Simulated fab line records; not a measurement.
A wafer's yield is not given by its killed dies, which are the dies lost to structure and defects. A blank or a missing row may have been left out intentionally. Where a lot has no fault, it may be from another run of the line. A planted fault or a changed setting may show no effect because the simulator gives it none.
fab line records + flow sky130
record
- lots=7
- wafers=19
- lastDay=50
route steps=708 shown NWELL@82 PWDE@84 VT_ADJUST_HVTP@85 VT_ADJUST_LVTN@97 PAD_OPEN@708
lots with no fault: from the same line, run without faults
startH: hours from the record's opening day to when the first of the lot's shown wafers began + waitH: hours from the lot's prior step to this one + " repeats the value in the row above + L1.1+2: one row covering several wafers at once + - no value, or no start given + * or withheld: withheld + < > ~ a bound
route shown NAME@n: names a module that has steps shown in the file, with the first one's number in the route + usual: mean/standard deviation of fault-free wafers + same: alike in all rows + chamber/n: place in a boat + sites: each site's reading + _std_site: the values' standard deviation + _edge_site: the outer-site mean with the inner-site mean subtracted + radiusMm: how far each site lies from the wafer's centre + mask NAME#n: copy n + behind: the tool/chamber that last shaped the wafer + hold: why the lot went on hold/how many hours it stayed there/how the hold came to an end + device: whichever transistor did not switch (one of n, p or np) + end of line: the route-end tests of the same wafers + a step with no rows: only its recipe + killed: not the wafer's yield, but the dies lost to structure and defects at the first sort + map: a wafer's dies, marking killed ones x, the rest . and places with no die _
set.NAME: the setting that was run; set.NAME@STEP: the one run at that earlier step + model.NAME: the simulator's own value behind a step, which no gauge read
lots at selected steps of the route; one table per step, one row per wafer
services: from which hour (startH, from the record's first day; less than 0 if before it) a tool's chamber was out of use, for how many hours, and why
## steps
# step SKY_NWELL_RS_MEAS_29
# recipe
- thkMeasGauge=four-point-probe
# usual
- NWELL_RS=625.2/1.6
| lot.wafer | tool         | chamber | startH | waitH | NWELL_RS[ohm/sq] |
|-----------|--------------|---------|--------|-------|------------------|
| L245.1    | filmMetro-01 | -       | 104.81 | 0.1   | 624.1            |
| L245.4    | "            | -       | "      | "     | 627.2            |
| L245.5    | "            | -       | "      | "     | 624.5            |
| L247.1    | filmMetro-02 | -       | 118.76 | 0.1   | 623.4            |
| L247.4    | "            | -       | "      | "     | 625.4            |
| L247.5    | "            | -       | "      | "     | 622.6            |
| L258.1    | filmMetro-01 | -       | 198.60 | 0.1   | 624.9            |
| L258.2    | "            | -       | "      | "     | 624.8            |
| L258.5    | "            | -       | "      | "     | 622.2            |
| L259.2    | filmMetro-02 | -       | 204.27 | 0.1   | 625.8            |
| L259.5    | "            | -       | "      | "     | 624.1            |
| L260.1    | filmMetro-01 | -       | 215.35 | 0.1   | 625.0            |
| L260.5    | "            | -       | "      | "     | 625.6            |
| L262.2    | filmMetro-03 | -       | 224.72 | 0.2   | 623.4            |
| L262.4    | "            | -       | "      | "     | 623.3            |
| L262.5    | "            | -       | "      | "     | 625.1            |
| L265.2    | filmMetro-01 | -       | 251.92 | 0.1   | 628.7            |
| L265.3    | "            | -       | "      | "     | 627.1            |
| L265.4    | "            | -       | "      | "     | 626.9            |
# step SKY_NWELL_RS_MEAS_31
# recipe
- thkMeasGauge=four-point-probe
# usual
- PWDE_RS=5280/22
| lot.wafer | tool         | chamber | startH | waitH | PWDE_RS[ohm/sq] |
|-----------|--------------|---------|--------|-------|-----------------|
| L245.1    | filmMetro-01 | -       | 105.05 | 0.1   | 5354            |
| L245.4    | "            | -       | "      | "     | 5348            |
| L245.5    | "            | -       | "      | "     | 5335            |
| L247.1    | filmMetro-02 | -       | 119.00 | 0.1   | 5268            |
| L247.4    | "            | -       | "      | "     | 5281            |
| L247.5    | "            | -       | "      | "     | 5276            |
| L258.1    | filmMetro-01 | -       | 198.84 | 0.1   | 5302            |
| L258.2    | "            | -       | "      | "     | 5275            |
| L258.5    | "            | -       | "      | "     | 5284            |
| L259.2    | filmMetro-02 | -       | 204.51 | 0.1   | 5287            |
| L259.5    | "            | -       | "      | "     | 5272            |
| L260.1    | filmMetro-01 | -       | 215.59 | 0.1   | 5277            |
| L260.5    | "            | -       | "      | "     | 5273            |
| L262.2    | filmMetro-03 | -       | 224.96 | 0.1   | 5243            |
| L262.4    | "            | -       | "      | "     | 5249            |
| L262.5    | "            | -       | "      | "     | 5256            |
| L265.2    | filmMetro-01 | -       | 252.16 | 0.1   | 5280            |
| L265.3    | "            | -       | "      | "     | 5263            |
| L265.4    | "            | -       | "      | "     | 5293            |
# step SKY_VT_ADJUST_HVTP_DEHYDRATE_00
# recipe
- tempC=200
- timeS=60
# step SKY_VT_ADJUST_HVTP_HMDS_01
# recipe
- primeTimeS=60
- primeTempC=120
# step SKY_VT_ADJUST_HVTP_COAT_02
# recipe
- resist=NOVOLAK
- spinRpm=3000
- resistThkNm=1140
# step SKY_VT_ADJUST_HVTP_SOFTBAKE_03
# recipe
- tempC=90
- timeS=60
- resist=NOVOLAK
# step SKY_VT_ADJUST_HVTP_EXPOSE_04
# recipe
- maskId=HVTPM
- na=0.6
- sourceShape=conventional
- sigmaOuter=0.6
- polarization=unpolarized
- targetCdNm=380
- doseMj=140
# step SKY_VT_ADJUST_HVTP_PEB_05
# recipe
- tempC=withheld
- timeS=*
- resist=NOVOLAK
# step SKY_VT_ADJUST_HVTP_DEVELOP_06
# recipe
- resist=NOVOLAK
- developer=TMAH
- developTimeS=60
- devTempC=23
# step SKY_VT_ADJUST_HVTP_CD_MEAS_07
# recipe
- targetCdNm=380
# usual
- cdNm=379.9/2.7
| lot.wafer | tool     | chamber | startH | waitH | cdNm  |
|-----------|----------|---------|--------|-------|-------|
| L245.1    | cdSem-01 | -       | 124.10 | 0.1   | 375.1 |
| L245.4    | "        | -       | "      | "     | 374.1 |
| L245.5    | "        | -       | "      | "     | 376.4 |
| L247.1    | cdSem-01 | -       | 138.70 | 0.1   | 382.4 |
| L247.4    | "        | -       | "      | "     | 382.3 |
| L247.5    | "        | -       | "      | "     | 381.1 |
| L258.1    | cdSem-01 | -       | 219.30 | 0.1   | 379.5 |
| L258.2    | "        | -       | "      | "     | 378.4 |
| L258.5    | "        | -       | "      | "     | 379.2 |
| L259.2    | cdSem-02 | -       | 225.59 | 0.1   | 378.6 |
| L259.5    | "        | -       | "      | "     | 378.7 |
| L260.1    | cdSem-02 | -       | 239.01 | 0.1   | 384.7 |
| L260.5    | "        | -       | "      | "     | 381.1 |
| L262.2    | cdSem-01 | -       | 249.77 | 0.1   | 379.7 |
| L262.4    | "        | -       | "      | "     | 379.4 |
| L262.5    | "        | -       | "      | "     | 381.4 |
| L265.2    | cdSem-01 | -       | 278.12 | 0.1   | 381.0 |
| L265.3    | "        | -       | "      | "     | 382.7 |
| L265.4    | "        | -       | "      | "     | 381.5 |
# step SKY_VT_ADJUST_HVTP_OVL_MEAS_08
# usual
- VT_ADJUST_HVTP_OVL=-0.5/1.2
| lot.wafer | tool       | chamber | startH | waitH | VT_ADJUST_HVTP_OVL[nm] |
|-----------|------------|---------|--------|-------|------------------------|
| L245.1    | overlay-02 | -       | 124.22 | 0.1   | -1.8                   |
| L245.4    | "          | -       | "      | "     | -0.3                   |
| L245.5    | "          | -       | "      | "     | -2.6                   |
| L247.1    | overlay-02 | -       | 138.82 | 0.1   | -2.0                   |
| L247.4    | "          | -       | "      | "     | -1.6                   |
| L247.5    | "          | -       | "      | "     | -1.1                   |
| L258.1    | overlay-02 | -       | 219.42 | 0.1   | 1.8                    |
| L258.2    | "          | -       | "      | "     | 1.8                    |
| L258.5    | "          | -       | "      | "     | -0.2                   |
| L259.2    | overlay-02 | -       | 225.70 | 0.1   | 1.1                    |
| L259.5    | "          | -       | "      | "     | 0.2                    |
| L260.1    | overlay-01 | -       | 239.13 | 0.1   | 0.5                    |
| L260.5    | "          | -       | "      | "     | -0.5                   |
| L262.2    | overlay-01 | -       | 249.88 | 0.1   | 0.7                    |
| L262.4    | "          | -       | "      | "     | 0.4                    |
| L262.5    | "          | -       | "      | "     | 0.2                    |
| L265.2    | overlay-02 | -       | 278.23 | 0.1   | -0.7                   |
| L265.3    | "          | -       | "      | "     | -2.2                   |
| L265.4    | "          | -       | "      | "     | -2.5                   |
# step SKY_VT_ADJUST_HVTP_IMPLANT_09
# recipe
- species=As
- energyKev=150
- doseCm2=4.3e+12
- tiltDeg=withheld
| lot.wafer  | tool         | chamber | startH | waitH |
|------------|--------------|---------|--------|-------|
| L245.1+4+5 | implanter-03 | 0       | 124.26 | 0.0   |
| L247.1+4+5 | implanter-04 | 0       | 138.86 | 0.0   |
| L258.1+2+5 | implanter-01 | 0       | 219.46 | 0.0   |
| L259.2+5   | implanter-03 | 0       | 225.75 | 0.0   |
| L260.1+5   | implanter-03 | 0       | 239.17 | 0.0   |
| L262.2+4+5 | implanter-03 | 0       | 249.93 | 0.0   |
| L265.2+3+4 | implanter-01 | 0       | 278.28 | 0.0   |
# step SKY_VT_ADJUST_HVTP_STRIP_10
# recipe
- chemistry=O2/N2
- powerW=1400
- pressureMtorr=1500
- platenTempC=withheld
- o2FlowSccm=3000
- n2FlowSccm=300
- overashFraction=0.5
# usual
- drypumpMotorCurrentA=5.6/0.43
- o2FlowSccm=2999/11
- oesProductAu=0.716/0.0045
- stripTimeToEndpointS=14.18/0.038
| lot.wafer | tool           | chamber | startH | waitH | drypumpMotorCurrentA | o2FlowSccm | oesProductAu | rfHoursCounterH | stripTimeToEndpointS |
|-----------|----------------|---------|--------|-------|----------------------|------------|--------------|-----------------|----------------------|
| L245.1    | plasmaAsher-04 | 1       | 124.41 | 0.1   | 5.1                  | 2996       | 0.716        | 45              | 14.20                |
| L245.4    | "              | 1       | "      | "     | 5.0                  | 2991       | 0.710        | -               | 14.19                |
| L245.5    | "              | 0       | "      | "     | 6.3                  | 2995       | 0.718        | -               | 14.16                |
| L247.1    | plasmaAsher-03 | 0       | 139.01 | 0.1   | 5.7                  | 3001       | 0.716        | 2               | 14.18                |
| L247.4    | "              | 1       | "      | "     | 5.3                  | 3005       | 0.714        | -               | 14.23                |
| L247.5    | "              | 1       | "      | "     | 5.3                  | 2986       | 0.711        | -               | 14.25                |
| L258.1    | plasmaAsher-04 | 0       | 219.61 | 0.1   | 6.3                  | 2993       | 0.720        | 52              | 14.20                |
| L258.2    | "              | 1       | "      | "     | 5.1                  | 3001       | 0.712        | 52              | 14.20                |
| L258.5    | "              | 1       | "      | "     | 5.1                  | 3006       | 0.719        | -               | 14.20                |
| L259.2    | plasmaAsher-03 | 1       | 225.88 | 0.1   | 5.3                  | 3006       | 0.728        | 11              | 14.19                |
| L259.5    | "              | 0       | "      | "     | 5.8                  | 3000       | 0.719        | -               | 14.15                |
| L260.1    | plasmaAsher-01 | 1       | 239.32 | 0.1   | 5.9                  | 2974       | 0.708        | 51              | 14.18                |
| L260.5    | "              | 0       | "      | "     | 5.4                  | 2994       | 0.707        | -               | 14.17                |
| L262.2    | plasmaAsher-04 | 1       | 250.06 | 0.1   | 5.0                  | 2999       | 0.712        | 56              | 14.14                |
| L262.4    | "              | 0       | "      | "     | 6.3                  | 3010       | 0.720        | -               | 14.23                |
| L262.5    | "              | 1       | "      | "     | 5.1                  | 3003       | 0.718        | -               | 14.22                |
| L265.2    | plasmaAsher-01 | 1       | 278.41 | 0.1   | 5.9                  | 2986       | 0.711        | 55              | 14.27                |
| L265.3    | "              | 1       | "      | "     | 5.9                  | 3001       | 0.710        | -               | 14.22                |
| L265.4    | "              | 0       | "      | "     | 5.4                  | 2985       | 0.709        | -               | 14.25                |
# step SKY_VT_ADJUST_HVTP_TW_MEAS_11
# usual
- VT_ADJUST_HVTP_TW=1367/13
| lot.wafer | tool         | chamber | startH | waitH | VT_ADJUST_HVTP_TW |
|-----------|--------------|---------|--------|-------|-------------------|
| L245.1    | filmMetro-03 | -       | 124.51 | 0.1   | 1349              |
| L245.4    | "            | -       | "      | "     | 1334              |
| L245.5    | "            | -       | "      | "     | 1350              |
| L247.1    | filmMetro-02 | -       | 139.11 | 0.1   | 1379              |
| L247.4    | "            | -       | "      | "     | 1374              |
| L247.5    | "            | -       | "      | "     | 1372              |
| L258.1    | filmMetro-04 | -       | 219.71 | 0.1   | 1362              |
| L258.2    | "            | -       | "      | "     | 1361              |
| L258.5    | "            | -       | "      | "     | 1363              |
| L259.2    | filmMetro-02 | -       | 225.99 | 0.1   | 1380              |
| L259.5    | "            | -       | "      | "     | 1316              |
| L260.1    | filmMetro-04 | -       | 239.42 | 0.1   | 1290              |
| L260.5    | "            | -       | "      | "     | 1297              |
| L262.2    | filmMetro-04 | -       | 250.17 | 0.1   | 1364              |
| L262.4    | "            | -       | "      | "     | 1359              |
| L262.5    | "            | -       | "      | "     | 1287              |
| L265.2    | filmMetro-02 | -       | 278.52 | 0.1   | 1369              |
| L265.3    | "            | -       | "      | "     | 1371              |
| L265.4    | "            | -       | "      | "     | 1364              |
# step SKY_VT_ADJUST_LVTN_DEHYDRATE_00
# recipe
- tempC=200
- timeS=60
# step SKY_PAD_OPEN_PROBE_99
# usual
- killed_at_M0_to_M3=43/6.6
- killed_at_M4_up=3.2/1.8
- killedAtContacts=24/5
- killedAtFrontEnd=15/4.5
- killedAtOther=0.2/0.46
- killedDies=86/8.8
- killedOpen=48/6.6
- killedShort=38/6.1
# same
- grossDies=492
- killedAtBackSide=0
| lot.wafer | tool      | chamber | startH  | waitH | killed_at_M0_to_M3 | killed_at_M4_up | killedAtContacts | killedAtFrontEnd | killedAtOther | killedDies | killedOpen | killedShort | model.etest.tipP.rsOhmSq | model.etest.tipP.rsOhmSqRange | model.etest.tipP.rsOhmSqRimLessCentre | model.etest.pfet_01v8.rOnOhmUm | model.etest.pfet_01v8.driveUaUm | model.etest.pfet_01v8_mvt.driveUaUm | model.etest.pfet_01v8.driveUaUmRange | model.etest.pfet_01v8_hvt.driveUaUm |
|-----------|-----------|---------|---------|-------|--------------------|-----------------|------------------|------------------|---------------|------------|------------|-------------|--------------------------|-------------------------------|---------------------------------------|--------------------------------|---------------------------------|-------------------------------------|--------------------------------------|-------------------------------------|
| L245.1    | prober-02 | -       | 1090.61 | 0.1   | 46                 | 3               | 20               | 27               | 0             | 96         | 47         | 49          | 6738                     | 201                           | 108.2                                 | 2849                           | 196.7                           | 155.8                               | 4.431                                | 145.5                               |
| L245.4    | prober-02 | -       | 1090.76 | 0.2   | 47                 | 1               | 23               | 23               | 1             | 95         | 60         | 35          | 6747                     | 214.9                         | -7.619                                | 2821                           | 198.8                           | 158.5                               | 4.157                                | 147.9                               |
| L245.5    | prober-02 | -       | 1090.81 | 0.2   | 46                 | 2               | 20               | 25               | 0             | 93         | 44         | 49          | 6807                     | 168.3                         | 66.08                                 | 2839                           | 199.1                           | 156.3                               | 10.16                                | 145.6                               |
| L247.1    | prober-02 | -       | 1107.70 | 0.1   | 56                 | 2               | 21               | 9                | 0             | 88         | 49         | 39          | 6946                     | 172.5                         | 25.46                                 | 2973                           | 187                             | 147.2                               | 2.046                                | 138.9                               |
| L247.4    | prober-02 | -       | 1107.85 | 0.2   | 38                 | 2               | 22               | 16               | 0             | 78         | 49         | 29          | 6961                     | 184.3                         | 44.74                                 | 2909                           | 188.9                           | 149.3                               | 4.177                                | 140.4                               |
| L247.5    | prober-02 | -       | 1107.90 | 0.2   | 42                 | 6               | 13               | 22               | 0             | 83         | 44         | 39          | 6937                     | 187.7                         | -117.2                                | 2991                           | 185.1                           | 146.9                               | 5.273                                | 136.2                               |
| L259.2    | prober-02 | -       | 1180.48 | 0.1   | 44                 | 0               | 25               | 7                | 0             | 76         | 46         | 30          | 6946                     | 235.6                         | -10.11                                | 2895                           | 191.5                           | 150.2                               | 5.775                                | 142.8                               |
| L259.5    | prober-02 | -       | 1180.63 | 0.2   | 49                 | 5               | 21               | 14               | 0             | 89         | 52         | 37          | 6231                     | 774                           | 368.3                                 | 2634                           | 229.2                           | 185.6                               | 42.86                                | 166.6                               |
| L258.1    | prober-01 | -       | 1181.58 | 0.1   | 44                 | 1               | 17               | 17               | 0             | 79         | 39         | 40          | 6988                     | 168                           | -111.1                                | 2857                           | 194.2                           | 151.5                               | 7.852                                | 147.2                               |
| L258.2    | prober-01 | -       | 1181.63 | 0.1   | 32                 | 3               | 31               | 9                | 1             | 76         | 40         | 36          | 6958                     | 146.8                         | -77.62                                | 2956                           | 186.9                           | 147.1                               | 10.48                                | 139.4                               |
| L258.5    | prober-01 | -       | 1181.78 | 0.2   | 44                 | 3               | 24               | 16               | 0             | 87         | 47         | 40          | 6978                     | 264                           | -237.9                                | 2915                           | 189.3                           | 148.2                               | 7.586                                | 142.6                               |
| L260.1    | prober-02 | -       | 1184.81 | 0.1   | 40                 | 2               | 36               | 13               | 0             | 91         | 56         | 35          | 6117                     | 874.4                         | 346.1                                 | 2515                           | 240.4                           | 194.1                               | 42.86                                | 177.1                               |
| L260.5    | prober-02 | -       | 1185.01 | 0.2   | 39                 | 0               | 24               | 9                | 0             | 72         | 44         | 28          | 6126                     | 786.7                         | 445.1                                 | 2561                           | 234.9                           | 189                                 | 42.55                                | 173.5                               |
| L262.2    | prober-02 | -       | 1186.73 | 0.1   | 44                 | 6               | 22               | 15               | 0             | 87         | 47         | 40          | 6966                     | 331.3                         | -172.2                                | 2835                           | 196.1                           | 154.3                               | 7.963                                | 146.7                               |
| L262.4    | prober-02 | -       | 1186.83 | 0.2   | 25                 | 6               | 23               | 13               | 0             | 67         | 38         | 29          | 6945                     | 145.9                         | 20.58                                 | 2889                           | 189.8                           | 149.6                               | 7.196                                | 141.7                               |
| L262.5    | prober-02 | -       | 1186.88 | 0.2   | 53                 | 5               | 24               | 10               | 0             | 92         | 50         | 42          | 6172                     | 723.5                         | 345.2                                 | 2546                           | 237                             | 190.5                               | 36.36                                | 173.1                               |
| L265.2    | prober-01 | -       | 1208.88 | 0.1   | 40                 | 5               | 20               | 19               | 0             | 84         | 43         | 41          | 6896                     | 102.9                         | -62.28                                | 2901                           | 194.2                           | 152.4                               | 5.031                                | 143.8                               |
| L265.3    | prober-01 | -       | 1208.93 | 0.2   | 50                 | 6               | 22               | 6                | 1             | 85         | 39         | 46          | 6800                     | 115                           | 62.63                                 | 2919                           | 192                             | 153                                 | 2.862                                | 142.4                               |
| L265.4    | prober-01 | -       | 1208.98 | 0.2   | 46                 | 4               | 28               | 13               | 0             | 91         | 47         | 44          | 6832                     | 191.1                         | -62.52                                | 2943                           | 190.2                           | 151.2                               | 5.414                                | 140.4                               |
# killed by level:class
L245.1 VIA1:geometricParticle:open=12 FIELD_ISO:geometricParticle:short=8 CONTACT:geometricParticle:open=7 METAL2:geometricParticle:short=7 CONTACT:geometricParticle:short=6 METAL1:geometricParticle:short=6 POLY_GATE:geometricParticle:open=5 POLY_GATE:geometricParticle:short=5
L245.4 VIA1:geometricParticle:open=15 FIELD_ISO:geometricParticle:open=9 VIA2:geometricParticle:open=9 METAL2:geometricParticle:short=8 CONTACT:geometricParticle:open=7 LI_CONTACT:geometricParticle:open=6 FIELD_ISO:geometricParticle:short=5 VIA1:geometricParticle:short=5
L245.5 VIA1:geometricParticle:open=12 FIELD_ISO:geometricParticle:short=10 CONTACT:geometricParticle:open=7 METAL2:geometricParticle:short=7 POLY_GATE:geometricParticle:open=6 CONTACT:geometricParticle:short=5 VIA2:geometricParticle:short=5 VIA3:geometricParticle:open=5
L247.1 VIA1:geometricParticle:open=18 VIA3:geometricParticle:open=8 VIA1:geometricParticle:short=8 CONTACT:geometricParticle:open=7 POLY_GATE:geometricParticle:short=5 CONTACT:geometricParticle:short=5 LI_CONTACT:geometricParticle:open=4 METAL2:geometricParticle:short=4
L247.4 VIA1:geometricParticle:open=11 CONTACT:geometricParticle:open=9 FIELD_ISO:geometricParticle:open=5 POLY_GATE:geometricParticle:open=5 METAL1:geometricParticle:short=5 VIA2:geometricParticle:open=5 LI_CONTACT:geometricParticle:short=4 VIA3:geometricParticle:open=4
L247.5 VIA1:geometricParticle:open=7 FIELD_ISO:geometricParticle:open=6 CONTACT:geometricParticle:open=6 METAL1:geometricParticle:short=6 VIA1:geometricParticle:short=6 FIELD_ISO:geometricParticle:short=5 VIA2:geometricParticle:short=5 VIA2:geometricParticle:open=5
L259.2 CONTACT:geometricParticle:open=11 VIA1:geometricParticle:short=11 VIA2:geometricParticle:open=11 VIA1:geometricParticle:open=8 LI_CONTACT:geometricParticle:open=5 LI_CONTACT:geometricParticle:short=5 VIA3:geometricParticle:open=5 METAL1:geometricParticle:short=4
L259.5 VIA1:geometricParticle:open=12 VIA3:geometricParticle:open=9 LI_CONTACT:geometricParticle:open=8 CONTACT:geometricParticle:open=8 VIA1:geometricParticle:short=7 METAL1:geometricParticle:short=5 FIELD_ISO:geometricParticle:short=4 FIELD_ISO:geometricParticle:open=3
L258.1 CONTACT:geometricParticle:open=9 METAL1:geometricParticle:short=8 METAL2:geometricParticle:short=8 VIA1:geometricParticle:open=6 VIA2:geometricParticle:open=6 FIELD_ISO:geometricParticle:open=4 VIA1:geometricParticle:short=4 METAL3:geometricParticle:short=4
L258.2 CONTACT:geometricParticle:open=9 VIA1:geometricParticle:open=9 LOCAL_INTERCONNECT:geometricParticle:short=6 METAL1:geometricParticle:short=6 LI_CONTACT:geometricParticle:short=5 CONTACT:geometricParticle:short=5 METAL2:geometricParticle:short=5 VIA3:geometricParticle:open=5
L258.5 METAL2:geometricParticle:short=12 VIA2:geometricParticle:open=8 CONTACT:geometricParticle:open=7 LI_CONTACT:geometricParticle:open=6 CONTACT:geometricParticle:short=6 VIA3:geometricParticle:open=6 FIELD_ISO:geometricParticle:open=5 VIA1:geometricParticle:open=5
L260.1 CONTACT:geometricParticle:open=16 VIA3:geometricParticle:open=11 LI_CONTACT:geometricParticle:open=9 VIA1:geometricParticle:open=6 METAL2:geometricParticle:short=5 LI_CONTACT:geometricParticle:short=4 CONTACT:geometricParticle:short=4 LOCAL_INTERCONNECT:geometricParticle:short=3
L260.5 VIA1:geometricParticle:open=15 CONTACT:geometricParticle:open=8 LI_CONTACT:geometricParticle:open=7 CONTACT:geometricParticle:short=5 METAL1:geometricParticle:open=5 VIA1:geometricParticle:short=4 METAL2:geometricParticle:short=4 FIELD_ISO:geometricParticle:short=3
L262.2 FIELD_ISO:geometricParticle:open=9 VIA2:geometricParticle:open=9 CONTACT:geometricParticle:open=8 VIA1:geometricParticle:open=8 LI_CONTACT:geometricParticle:open=6 METAL2:geometricParticle:short=6 METAL4:geometricParticle:short=6 CONTACT:geometricParticle:short=5
L262.4 CONTACT:geometricParticle:open=8 LI_CONTACT:geometricParticle:open=6 VIA2:geometricParticle:open=5 FIELD_ISO:geometricParticle:open=4 POLY_GATE:geometricParticle:short=4 METAL4:geometricParticle:short=4 CONTACT:geometricParticle:short=4 METAL1:geometricParticle:open=4
L262.5 METAL1:geometricParticle:short=9 VIA1:geometricParticle:open=9 VIA3:geometricParticle:open=9 LI_CONTACT:geometricParticle:open=8 CONTACT:geometricParticle:open=8 VIA2:geometricParticle:open=7 VIA1:geometricParticle:short=6 LOCAL_INTERCONNECT:geometricParticle:short=5
L265.2 CONTACT:geometricParticle:open=11 POLY_GATE:geometricParticle:open=6 METAL1:geometricParticle:short=6 VIA1:geometricParticle:short=6 VIA3:geometricParticle:open=6 VIA2:geometricParticle:open=5 FIELD_ISO:geometricParticle:open=4 VIA2:geometricParticle:short=4
L265.3 VIA1:geometricParticle:open=16 METAL1:geometricParticle:short=10 LOCAL_INTERCONNECT:geometricParticle:short=7 METAL2:geometricParticle:short=6 METAL4:geometricParticle:short=6 LI_CONTACT:geometricParticle:open=5 LI_CONTACT:geometricParticle:short=4 CONTACT:geometricParticle:short=4
L265.4 CONTACT:geometricParticle:open=10 VIA3:geometricParticle:open=9 VIA2:geometricParticle:open=8 METAL1:geometricParticle:short=7 LI_CONTACT:geometricParticle:open=6 CONTACT:geometricParticle:short=5 VIA1:geometricParticle:open=5 FIELD_ISO:geometricParticle:short=4
## services
| tool           | chamber | startH | hours | kind      |
|----------------|---------|--------|-------|-----------|
| plasmaAsher-03 | -       | 108.75 | 9.0   | pm        |
| plasmaAsher-03 | 0       | 108.75 | 9.0   | ventCycle |
| plasmaAsher-03 | 1       | 108.75 | 9.0   | ventCycle |
| implanter-03   | -       | 111.64 | 3.8   | repair    |
| plasmaAsher-03 | 0       | 117.75 | -     | clean     |
| plasmaAsher-03 | 1       | 117.75 | -     | clean     |
| implanter-01   | -       | 149.30 | 3.6   | pm        |
| implanter-04   | -       | 154.69 | 4.6   | pm        |
| plasmaAsher-04 | -       | 155.72 | 13.8  | repair    |
| implanter-01   | -       | 168.70 | 4.5   | repair    |
| plasmaAsher-03 | -       | 190.67 | 2.8   | pm        |
| plasmaAsher-01 | -       | 222.69 | 14.6  | pm        |
| implanter-03   | -       | 227.41 | 4.7   | pm        |
| implanter-01   | -       | 259.20 | 3.9   | repair    |
| implanter-01   | -       | 262.04 | 2.0   | repair    |
## key
firstSign
- step=SKY_VT_ADJUST_HVTP_TW_MEAS_11
- reading=VT_ADJUST_HVTP_TW
- direction=down
- sigmas=5.4
- usual=1367
- struck=1297
effect none on later readings
modelEffect
- step=SKY_PAD_OPEN_PROBE_99
- value=etest.tipP.rsOhmSq
- without=6894
- struck=6162
metAt SKY_VT_ADJUST_HVTP_IMPLANT_09
struckWafers L259.5,L260.1,L260.5,L262.5
testerLeftOut L259,L260,L262
onsetBetween 124.26 225.75
fault
- kind=processParameterDrift
- tool=implanter-03
- chamber=-
- onsetH=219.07
- steps=SKY_VT_ADJUST_HVTP_IMPLANT_09
- channel=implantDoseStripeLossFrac
- offset=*
- shape=step
- endH=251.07
- scope=struckWafersOnly
# testerLeftOut: of these lots the tester's yield and bins aren't shown, on N5 and GAA mostly nor the transistor test; their killed dies are dies lost to structure and defects alone, not to doping, threshold or leakage, so they don't give the yield
